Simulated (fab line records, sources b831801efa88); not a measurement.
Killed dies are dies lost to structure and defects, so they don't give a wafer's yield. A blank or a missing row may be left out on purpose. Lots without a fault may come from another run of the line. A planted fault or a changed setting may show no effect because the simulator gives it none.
Split-lot experiment | flow sky130 | 5 lots, 23 wafers read, on a route of 708 steps

THE SPLIT
At SKY_METAL3_EXPOSE_10 (exposes mask MM3, target cd 300 nm), the setting dose_mj was moved away from the recipe's 28 on 8 of the 23 wafers read, by -6.9% to +6.0%. The other wafers ran this setting at the recipe's value.

FROM THE SPLIT TO THE READING: what the file shows between them, 2 steps
- SKY_METAL3_PEB_11
- SKY_METAL3_DEVELOP_12: develop time 60 s

THE READING
cd_nm, in nm, at SKY_METAL3_CD_MEAS_13 (target cd 300 nm). Fault-free wafers of this fab line usually give 299.4 nm, standard deviation 1.2 nm.

wafer  | tool, chamber at the split | dose_mj as run | against the recipe | cd_nm, nm | against lot-mates on the recipe
L076.2 | krf_scanner-01, 0          | 28             | recipe             | 296.0     | -
L076.3 | krf_scanner-01, 0          | 28             | recipe             | 296.9     | -
L076.4 | krf_scanner-01, 0          | 28             | recipe             | 296.4     | -
L080.1 | krf_scanner-02, 0          | 28             | recipe             | 300.6     | -
L080.2 | krf_scanner-02, 0          | 29.69          | +6.0%              | 288.6     | -11.0
L080.3 | krf_scanner-02, 0          | 28             | recipe             | 298.6     | -
L080.4 | krf_scanner-02, 0          | 29.69          | +6.0%              | 290.1     | -9.5
L080.6 | krf_scanner-02, 0          | 29.69          | +6.0%              | 288.7     | -10.9
L081.1 | krf_scanner-01, 0          | 29.69          | +6.0%              | 288.8     | -10.0
L081.2 | krf_scanner-01, 0          | 28             | recipe             | 299.4     | -
L081.3 | krf_scanner-01, 0          | 29.69          | +6.0%              | 288.3     | -10.5
L081.4 | krf_scanner-01, 0          | 28             | recipe             | 298.9     | -
L081.5 | krf_scanner-01, 0          | 28             | recipe             | 298.1     | -
L083.2 | krf_scanner-02, 0          | 28             | recipe             | 300.9     | -
L083.3 | krf_scanner-02, 0          | 28             | recipe             | 301.0     | -
L083.4 | krf_scanner-02, 0          | 28             | recipe             | 302.5     | -
L083.5 | krf_scanner-02, 0          | 28             | recipe             | 301.5     | -
L083.6 | krf_scanner-02, 0          | 28             | recipe             | 301.4     | -
L082.1 | krf_scanner-02, 0          | 26.07          | -6.9%              | 311.7     | +11.8
L082.2 | krf_scanner-02, 0          | 26.07          | -6.9%              | 310.6     | +10.8
L082.3 | krf_scanner-02, 0          | 28             | recipe             | 299.6     | -
L082.4 | krf_scanner-02, 0          | 26.07          | -6.9%              | 312.6     | +12.8
L082.6 | krf_scanner-02, 0          | 28             | recipe             | 300.1     | -

THE FIT
A straight line over all 23 wafers: cd_nm changes by -1.76 nm for each +1% of dose_mj; r = -0.97; the points scatter about the line by 1.7 nm.
The same after taking each lot's own level away (the mean of its wafers on the recipe; 23 wafers): -1.71 nm for each +1%; r = -1.00; scatter 0.64 nm.
On that fit, the largest move of dose_mj shifts the reading by 12 nm.
The lots' own levels span 296.43 to 301.46 nm, that is 4.2 times the standard deviation above.
So the lot-to-lot level changes the slope little: the two slopes agree.
Check: with one of the wafers moved furthest among these (-6.9%) left out of the fit, the line predicts +11.8 nm for it against its lot-mates. It came out at +11.8 nm against them.

THE WHOLE CHAIN: every reading that the file lists as answering this split, in the file's order
step                  | what it does      | reading                                                       | change (the file's fit)              | r (the file's)
SKY_METAL3_DEVELOP_12 | develop time 60 s | METAL3.cd_nm (the simulator's own value, which no gauge read) | -1.77 nm for each +1% of the setting | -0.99
SKY_METAL3_CD_MEAS_13 | target cd 300 nm  | cd_nm                                                         | -1.72 nm for each +1% of the setting | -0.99

THE FILE'S OWN FIT
cd_nm changes by -1.72 nm for each +1% of dose_mj, r = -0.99.
